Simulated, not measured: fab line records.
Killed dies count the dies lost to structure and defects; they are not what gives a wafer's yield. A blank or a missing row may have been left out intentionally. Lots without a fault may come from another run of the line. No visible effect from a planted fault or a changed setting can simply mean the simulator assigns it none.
The same fault as seen by 2 desks -- flow gf180mcu -- each desk has only its own numbers; what lay behind them comes last

## TOOL OWNER'S DESK, pvd-sputter-01
The tool's own readings at GF_M2_SPUTTER_02 (material AlCu, target thk 450 nm, time 23.9 s): means of the sampled wafers that have a number, for each lot that ran on this tool. The brackets show how far a lot's mean lies from the usual mean; more than 4 standard deviations puts the lot out of limits, marked OUT.
Columns: A = throttle-valve-pct at GF_M2_SPUTTER_02, usual 29.8 %
lot,first seen here,A
L418,day 20 03:49,29.7
L419,day 20 10:03,30.1
L421,day 21 09:41,29.8
L423,day 22 00:49,29.6
L429,day 24 02:52,29.9
L430,day 24 17:26,30.1
Finding of this desk: none of the 6 lots has anything out of limits.

## AT THE METROLOGY DESK
What the gauges read for every lot (on any tool): the sampled wafers with a number, averaged. The brackets show how far a lot's mean lies from the usual mean; more than 4 standard deviations puts the lot out of limits, marked OUT.
Columns: A = M2_ALCU_RS at GF_M2_RS_MEAS_05, usual 0.0697 ohm/sq; B = M2_ALCU_THK at GF_M2_THK_MEAS_06, usual 457 nm; C = cd-nm at GF_M2_CD_MEAS_14, usual 279.9 nm; D = M2_OVL at GF_M2_OVL_MEAS_15, usual -4 nm
lot,first seen here,A,B,C,D
L413,day 18 03:22,0.0706,455,279.6,1
L414,day 18 10:37,0.0702,449,278.9,-0
L416,day 19 04:26,0.0708,452,282.1,1
L417,day 19 19:07,0.0705,449,280.4,-12
L418,day 20 03:57,0.0691,464,279.1,-2
L419,day 20 10:10,0.0693,463,280.2,-0
L421,day 21 09:47,0.0680,474,277.9,4
L423,day 22 00:54,0.0701,455,281.4,1
L424,day 22 09:34,0.0694,459,280.1,-8
L429,day 24 02:57,0.0804 (+14) OUT,401 (-8.2) OUT,278.8,-2
L430,day 24 17:35,0.0782 (+11) OUT,411 (-6.8) OUT,280.2,-8
L436,day 26 17:43,0.0690,461,280.9,-2
Finding of this desk: L429, L430 out of limits, first seen on L429 at day 24 02:57 (M2_ALCU_RS at GF_M2_RS_MEAS_05). L413, L414, L416, L417, L418, L419, L421, L423, L424, L436 stayed within limits.

## PUT TOGETHER
The metrology desk could have raised an alarm at day 24 02:57, on L429, L430.
The tool owner's desk saw nothing out of limits.
The tool owner's desk has L429, L430 on record, within its limits.
GF_M2_SPUTTER_02 was run on pvd-sputter-01 by each of the lots named.

## WHAT HAD BEEN PUT IN BY THE SIMULATOR
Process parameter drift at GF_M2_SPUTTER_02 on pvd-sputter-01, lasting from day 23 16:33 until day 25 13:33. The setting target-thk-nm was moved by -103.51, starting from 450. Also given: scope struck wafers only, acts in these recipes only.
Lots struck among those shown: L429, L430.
Time in hours between the start of the fault and the first out-of-limits reading at each desk: metrology desk, 10.
